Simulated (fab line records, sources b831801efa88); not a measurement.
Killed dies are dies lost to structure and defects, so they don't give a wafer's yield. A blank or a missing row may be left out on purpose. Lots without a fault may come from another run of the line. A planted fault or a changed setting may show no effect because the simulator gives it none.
Which tool did it? | flow gf180mcu | 12 lots, 36 wafers sampled, at 2 steps of a route of 602

WHAT THE GAUGES READ, wafer by wafer
GF_V1_THK_MEAS_01.
lot  | measured     | on            | V1_CVD_00_THK (nm)
L075 | day 17 07:02 | film_metro-04 | 588 590 591
L077 | day 18 09:55 | film_metro-04 | 589 599 596
L079 | day 19 00:19 | film_metro-02 | 594 580 587
L081 | day 19 16:26 | film_metro-02 | 596 599 587
L083 | day 20 15:09 | film_metro-02 | 597 596 595
L085 | day 21 07:57 | film_metro-04 | 605 601 596
L087 | day 21 23:48 | film_metro-04 | 599 601 590
L089 | day 22 18:55 | film_metro-02 | 590 591 593
L091 | day 23 08:10 | film_metro-03 | 601 601 603
L093 | day 23 22:56 | film_metro-04 | 596 589 595
L095 | day 24 14:48 | film_metro-02 | 596 613 595
L097 | day 25 02:07 | film_metro-02 | 597 599 599

WHICH TOOL RAN EACH LOT (tool, then ch and the chambers of the sampled wafers, then the start)
lot  | GF_CONTACT_ETCH_17
L075 | rie_diel-02 ch 1,2, day 17 07:02 or earlier
L077 | rie_diel-03 ch 2,3, day 18 09:55 or earlier
L079 | rie_diel-03 ch 0,2,3, day 19 00:19 or earlier
L081 | rie_diel-04 ch 1,3, day 19 16:26 or earlier
L083 | rie_diel-02 ch 1,2,3, day 20 15:09 or earlier
L085 | rie_diel-04 ch 0,2,3, day 21 07:57 or earlier
L087 | rie_diel-04 ch 0,3, day 21 23:48 or earlier
L089 | rie_diel-03 ch 0,2,3, day 22 18:55 or earlier
L091 | rie_diel-04 ch 0,2,3, day 23 08:10 or earlier
L093 | rie_diel-02 ch 0,1, day 23 22:56 or earlier
L095 | rie_diel-02 ch 2,3, day 24 14:48 or earlier
L097 | rie_diel-02 ch 1,2, day 25 02:07 or earlier
- GF_CONTACT_ETCH_17: etches SiO2 in C4F8/O2/Ar, stops on CoSi2, target depth 860 nm.

THE ANSWER, worked out from the rows above alone
Rule: what is usual is taken from the lots themselves. Put in order of their means at a reading, lots are off if they are a third of the lots or fewer, leave a main group of 4 or more, and stand apart from it by a gap of 3 or more times the standard deviation of the main group's means; of several such gaps the widest counts. A main group whose means are all the same, to the digits that the tables above print for the reading, isn't used. A lot without any number at a reading at which 4 lots or more have one is off too. The other lots that the step has rows for count as sound.
No lot is off at any reading shown: from this, nothing can be told.

WHAT THE SIMULATOR HAD PUT IN
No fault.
